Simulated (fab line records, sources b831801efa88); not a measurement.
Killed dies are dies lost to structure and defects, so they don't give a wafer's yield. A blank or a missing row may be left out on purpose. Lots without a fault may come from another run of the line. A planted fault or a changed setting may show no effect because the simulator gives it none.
Which tool did it? | flow sky130 | 11 lots, 33 wafers sampled, at 6 steps of a route of 708

WHAT THE GAUGES READ, wafer by wafer
SKY_PWDE_OVL_MEAS_07.
lot  | measured    | on         | PWDE_OVL (nm)
L491 | day 4 05:21 | overlay-02 | 2.2 -0.1 1.9
L492 | day 4 12:48 | overlay-02 | 0.6 0.7 2.5
L493 | day 4 15:48 | overlay-02 | 2.5 0.6 0.0
L494 | day 4 20:00 | overlay-02 | 2.9 1.3 1.4
L495 | day 4 23:10 | overlay-02 | -0.3 1.6 1.4
L496 | day 5 07:48 | overlay-02 | 2.4 3.4 3.2
L497 | day 5 23:31 | overlay-01 | 1.5 3.2 5.0
L498 | day 6 10:10 | overlay-01 | 2.7 2.7 0.2
L499 | day 6 10:34 | overlay-02 | 2.4 3.0 3.7
L500 | day 6 19:17 | overlay-01 | 1.9 2.4 2.0
L501 | day 6 20:17 | overlay-01 | 0.2 0.2 0.5

SKY_PWDE_TW_MEAS_10.
lot  | measured    | on            | PWDE_TW
L491 | day 4 05:38 | film_metro-01 | 376.4 376.1 375.0
L492 | day 4 13:05 | film_metro-02 | 367.3 367.9 368.1
L493 | day 4 16:05 | film_metro-02 | 372.4 371.1 372.2
L494 | day 4 20:17 | film_metro-04 | 375.7 378.2 376.5
L495 | day 4 23:28 | film_metro-04 | 376.0 376.2 377.0
L496 | day 5 08:05 | film_metro-01 | 377.4 376.2 375.5
L497 | day 5 23:49 | film_metro-04 | 374.5 376.2 376.4
L498 | day 6 10:28 | film_metro-02 | 715.2 713.0 711.7
L499 | day 6 10:51 | film_metro-02 | 706.4 709.8 710.0
L500 | day 6 19:34 | film_metro-01 | 712.2 713.4 713.7
L501 | day 6 20:34 | film_metro-04 | 711.2 709.4 712.4

SKY_NWELL_RS_MEAS_31: measures by four-point-probe.
lot  | measured    | on            | PWDE_RS (ohm/sq)
L491 | day 5 14:50 | film_metro-01 | 5247 5249 5236
L492 | day 5 23:42 | film_metro-02 | 5322 5310 5300
L493 | day 6 02:29 | film_metro-04 | 5262 5238 5258
L494 | day 6 07:00 | film_metro-01 | 5259 5255 5244
L495 | day 6 10:29 | film_metro-01 | 5270 5292 5272
L496 | day 6 19:17 | film_metro-04 | 5241 5255 5252
L497 | day 7 12:33 | film_metro-04 | 5266 5271 5271
L498 | day 8 01:15 | film_metro-01 | 6061 6089 6084
L499 | day 8 02:46 | film_metro-02 | 6103 6096 6088
L500 | day 8 12:13 | film_metro-02 | 6125 6101 6095
L501 | day 8 13:08 | film_metro-01 | 6118 6117 6097

WHICH TOOL RAN EACH LOT (tool, then ch and the chambers of the sampled wafers, then the start)
lot  | SKY_FIELD_ISO_ETCH_15             | SKY_PWDE_IMPLANT_08            | SKY_NWELL_STRIP_14
L491 | rie_diel-04 ch 0,1, day 2 10:09   | implanter-02 ch 0, day 4 05:25 | plasma_asher-03 ch 0,1, day 4 21:44
L492 | rie_diel-02 ch 1,2,3, day 2 15:22 | implanter-02 ch 0, day 4 12:50 | plasma_asher-02 ch 0,1, day 5 05:14
L493 | rie_diel-02 ch 0,1,3, day 2 19:10 | implanter-01 ch 0, day 4 15:50 | plasma_asher-03 ch 1, day 5 08:39
L494 | rie_diel-04 ch 0,1,2, day 3 01:22 | implanter-02 ch 0, day 4 20:02 | plasma_asher-02 ch 0,1, day 5 12:52
L495 | rie_diel-01 ch 1,2,3, day 3 08:30 | implanter-01 ch 0, day 4 23:13 | plasma_asher-03 ch 0,1, day 5 16:00
L496 | rie_diel-01 ch 1,2, day 3 15:00   | implanter-03 ch 0, day 5 07:50 | plasma_asher-03 ch 0,1, day 6 01:32
L497 | rie_diel-02 ch 0,1,3, day 3 20:06 | implanter-01 ch 0, day 5 23:35 | plasma_asher-03 ch 0,1, day 6 17:41
L498 | rie_diel-02 ch 1,3, day 4 01:10   | implanter-02 ch 0, day 6 10:13 | plasma_asher-03 ch 0,1, day 7 04:37
L499 | rie_diel-04 ch 0,2,3, day 4 03:54 | implanter-03 ch 0, day 6 10:39 | plasma_asher-01 ch 0,1, day 7 05:38
L500 | rie_diel-04 ch 2,3, day 4 08:42   | implanter-02 ch 0, day 6 19:20 | plasma_asher-01 ch 0,1, day 7 15:30
L501 | rie_diel-02 ch 0,1,3, day 4 15:49 | implanter-01 ch 0, day 6 20:20 | plasma_asher-01 ch 0,1, day 7 16:29
- SKY_FIELD_ISO_ETCH_15: etches the open film in CHF3/O2, stops on Si, target depth 180 nm, time 72 s.
- SKY_PWDE_IMPLANT_08
- SKY_NWELL_STRIP_14: strips in O2/N2.

WHAT THE TOOLS THEMSELVES READ (means of the sampled wafers that have a number; where no wafer has one, the mark that the record gives instead)
SKY_FIELD_ISO_ETCH_15.
lot  | tool        | drypump_motor_current_A (A) | oes_product_au (a.u.) | throttle_valve_pct (%)
L491 | rie_diel-04 | 5.4                         | 0.947                 | 8.847
L492 | rie_diel-02 | 5.8                         | 0.942                 | 8.832
L493 | rie_diel-02 | 5.8                         | 0.952                 | 8.841
L494 | rie_diel-04 | 5.2                         | 0.957                 | 8.857
L495 | rie_diel-01 | 5.5                         | 0.944                 | 8.846
L496 | rie_diel-01 | 5.6                         | 0.942                 | 8.836
L497 | rie_diel-02 | 5.8                         | 0.954                 | 8.846
L498 | rie_diel-02 | 5.6                         | 0.944                 | 8.836
L499 | rie_diel-04 | 5.2                         | 0.948                 | 8.847
L500 | rie_diel-04 | 5.6                         | 0.942                 | 8.840
L501 | rie_diel-02 | 5.8                         | 0.947                 | 8.842

SKY_NWELL_STRIP_14.
lot  | tool            | drypump_motor_current_A (A) | oes_product_au (a.u.) | strip_time_to_endpoint_s (s)
L491 | plasma_asher-03 | 5.15                        | 0.724                 | 36.95
L492 | plasma_asher-02 | 5.61                        | 0.722                 | 36.86
L493 | plasma_asher-03 | 5.36                        | 0.725                 | 36.87
L494 | plasma_asher-02 | 5.63                        | 0.724                 | 36.89
L495 | plasma_asher-03 | 5.13                        | 0.718                 | 36.95
L496 | plasma_asher-03 | 5.14                        | 0.719                 | 36.90
L497 | plasma_asher-03 | 5.24                        | 0.721                 | 36.90
L498 | plasma_asher-03 | 5.27                        | 0.721                 | 36.79
L499 | plasma_asher-01 | 5.48                        | 0.725                 | 37.06
L500 | plasma_asher-01 | 5.49                        | 0.722                 | 36.90
L501 | plasma_asher-01 | 5.45                        | 0.725                 | 36.91

THE ANSWER, worked out from the rows above alone
Rule: what is usual is taken from the lots themselves. Put in order of their means at a reading, lots are off if they are a third of the lots or fewer, leave a main group of 4 or more, and stand apart from it by a gap of 3 or more times the standard deviation of the main group's means; of several such gaps the widest counts. A main group whose means are all the same, to the digits that the tables above print for the reading, isn't used. A lot without any number at a reading at which 4 lots or more have one is off too. The other lots that the step has rows for count as sound. The gauges are gone through in route order, then the tools' own readings, and for those a lot's mean is taken as printed above. The first step at which some lot is off is used, and at that step the reading that is off furthest; a lot without a number counts as furthest.
No lot is off at any reading shown: from this, nothing can be told.

WHAT THE SIMULATOR HAD PUT IN
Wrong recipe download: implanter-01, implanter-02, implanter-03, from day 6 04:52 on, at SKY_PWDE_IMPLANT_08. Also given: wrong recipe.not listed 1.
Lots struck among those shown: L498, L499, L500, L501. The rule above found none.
